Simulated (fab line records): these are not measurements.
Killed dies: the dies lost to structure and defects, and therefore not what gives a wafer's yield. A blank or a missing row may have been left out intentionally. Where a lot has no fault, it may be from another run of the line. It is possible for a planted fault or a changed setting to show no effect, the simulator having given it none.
Tool commonality check | flow gf180mcu | Lots sampled 10, wafers sampled 33

WHAT PROMPTED THE OPENING
1 of 10 lots carry a flag on the reading VT_IMPLANT_3_TW at GF_VT_IMPLANT_TW_MEAS_32. Wafers without a fault read 272.0, standard deviation 1.3.
Rule: a lot is flagged when every wafer of it that has a number lies more than 4 standard deviations from that mean, or none has a number. The other lots count as sound.

lot  | measured     | on           | VT_IMPLANT_3_TW, wafer by wafer | flag
L454 | day 7 03:07  | filmMetro-01 | 273.0 271.2 273.3               | 
L456 | day 7 18:28  | filmMetro-02 | 274.2 273.1 273.0               | 
L457 | day 7 23:10  | filmMetro-01 | 271.7 272.0 273.6               | 
L458 | day 8 04:47  | filmMetro-02 | 273.6 271.6 272.3               | 
L459 | day 8 09:30  | filmMetro-01 | 272.6 272.0 271.5               | 
L466 | day 10 06:22 | filmMetro-01 | 30.3 30.4 30.3 30.5 30.6 30.4   | FLAGGED
L470 | day 11 17:48 | filmMetro-03 | 269.5 271.5 270.3               | 
L473 | day 12 15:57 | filmMetro-03 | 271.8 271.6 272.0               | 
L475 | day 13 07:24 | filmMetro-01 | 272.6 271.9 271.9               | 
L476 | day 13 10:13 | filmMetro-02 | 272.0 269.9 270.7               | 
Flagged lots average 30.4: -241.6 relative to the usual, that is -99 or more standard deviations.

WHICH TOOL RAN EACH LOT
3 process steps preceding the reading are held in the record, out of 602 steps in the route. Each cell gives the tool, then ch followed by the chambers the sampled wafers passed through, then the start.
lot  | flag    | GF_MVPSD_STRIP_10                   | GF_VT_IMPLANT_STRIP_20              | GF_VT_IMPLANT_STRIP_31
L454 |         | plasmaAsher-04 ch 0,1, day 5 07:10  | plasmaAsher-03 ch 0,1, day 6 11:33  | plasmaAsher-01 ch 0,1, day 7 03:01
L456 |         | plasmaAsher-02 ch 0,1, day 5 21:10  | plasmaAsher-03 ch 1, day 7 02:25    | plasmaAsher-04 ch 0,1, day 7 18:22
L457 |         | plasmaAsher-02 ch 0,1, day 6 01:34  | plasmaAsher-01 ch 0,1, day 7 07:21  | plasmaAsher-03 ch 0,1, day 7 23:04
L458 |         | plasmaAsher-04 ch 0,1, day 6 05:47  | plasmaAsher-03 ch 0,1, day 7 12:29  | plasmaAsher-04 ch 0,1, day 8 04:41
L459 |         | plasmaAsher-02 ch 0,1, day 6 10:04  | plasmaAsher-03 ch 0,1, day 7 16:51  | plasmaAsher-01 ch 0,1, day 8 09:24
L466 | FLAGGED | plasmaAsher-02 ch 0,1, day 8 04:15  | plasmaAsher-04 ch 0,1, day 9 13:46  | plasmaAsher-04 ch 0,1, day 10 06:16
L470 |         | plasmaAsher-02 ch 0,1, day 9 10:46  | plasmaAsher-01 ch 0,1, day 10 23:15 | plasmaAsher-04 ch 0,1, day 11 17:42
L473 |         | plasmaAsher-02 ch 0,1, day 10 07:43 | plasmaAsher-01 ch 0,1, day 11 20:45 | plasmaAsher-04 ch 0,1, day 12 15:51
L475 |         | plasmaAsher-04 ch 0,1, day 10 22:12 | plasmaAsher-01 ch 0,1, day 12 11:45 | plasmaAsher-03 ch 0,1, day 13 07:18
L476 |         | plasmaAsher-01 ch 0,1, day 10 23:52 | plasmaAsher-03 ch 0,1, day 12 14:49 | plasmaAsher-04 ch 0,1, day 13 10:06
What the steps here do:
- GF_MVPSD_STRIP_10: strips in O2/N2.
- GF_VT_IMPLANT_STRIP_20: strips in O2/N2.
- GF_VT_IMPLANT_STRIP_31: strips in O2/N2.
- GF_VT_IMPLANT_TW_MEAS_32

FLAGGED OVER TOTAL, TOOL BY TOOL (the gauges that took the reading come last)
step                     | tool           | lots run | flagged | share of the flagged lots | sound lots run after its first flagged lot
GF_MVPSD_STRIP_10        | plasmaAsher-01 | 1        | 0       | none                      | -
GF_MVPSD_STRIP_10        | plasmaAsher-02 | 6        | 1       | all                       | 2 (L470,L473)
GF_MVPSD_STRIP_10        | plasmaAsher-04 | 3        | 0       | none                      | -
GF_VT_IMPLANT_STRIP_20   | plasmaAsher-01 | 4        | 0       | none                      | -
GF_VT_IMPLANT_STRIP_20   | plasmaAsher-03 | 5        | 0       | none                      | -
GF_VT_IMPLANT_STRIP_20   | plasmaAsher-04 | 1        | 1       | all                       | 0
GF_VT_IMPLANT_STRIP_31   | plasmaAsher-01 | 2        | 0       | none                      | -
GF_VT_IMPLANT_STRIP_31   | plasmaAsher-03 | 2        | 0       | none                      | -
GF_VT_IMPLANT_STRIP_31   | plasmaAsher-04 | 6        | 1       | all                       | 3 (L470,L473,L476)
GF_VT_IMPLANT_TW_MEAS_32 | filmMetro-01   | 5        | 1       | all                       | 1 (L475)
GF_VT_IMPLANT_TW_MEAS_32 | filmMetro-02   | 3        | 0       | none                      | -
GF_VT_IMPLANT_TW_MEAS_32 | filmMetro-03   | 2        | 0       | none                      | -

WHAT THE TABLE ALLOWS
4 rows of the table ran every flagged lot: plasmaAsher-02 at GF_MVPSD_STRIP_10, plasmaAsher-04 at GF_VT_IMPLANT_STRIP_20, plasmaAsher-04 at GF_VT_IMPLANT_STRIP_31, filmMetro-01 at GF_VT_IMPLANT_TW_MEAS_32.
- plasmaAsher-02 at GF_MVPSD_STRIP_10 ran 6 lots, 1 of them flagged. After the first flagged lot (L470, L473), sound lots still ran on it; a lasting fault on the whole tool would not permit that.
- plasmaAsher-04 at GF_VT_IMPLANT_STRIP_20: 1 of its 1 lot flagged. No sound lot ran on it before its first flagged lot in this sample; the start therefore can't be narrowed down. Its own readings lie more than 4 standard deviations out on every wafer of the flagged lots: oesProductAu.
- plasmaAsher-04 at GF_VT_IMPLANT_STRIP_31 ran 6 lots, 1 of them flagged. After the first flagged lot (L470, L473, L476), sound lots still ran on it; a lasting fault on the whole tool would not permit that. Its own readings lie more than 4 standard deviations out on every wafer of the flagged lots: stripTimeToEndpointS.
- filmMetro-01 at GF_VT_IMPLANT_TW_MEAS_32 ran 5 lots, 1 of them flagged. After the first flagged lot (L475), sound lots still ran on it; a lasting fault on the whole tool would not permit that.
What remains is a single tool, plasmaAsher-04 at GF_VT_IMPLANT_STRIP_20.

WHAT HAD BEEN PUT IN BY THE SIMULATOR
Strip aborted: plasmaAsher-04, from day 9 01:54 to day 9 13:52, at GF_VT_IMPLANT_STRIP_20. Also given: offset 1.
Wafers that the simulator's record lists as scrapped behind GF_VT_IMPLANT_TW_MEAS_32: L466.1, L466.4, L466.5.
Shown lots that were struck: L466. This agrees with what the rule above found.
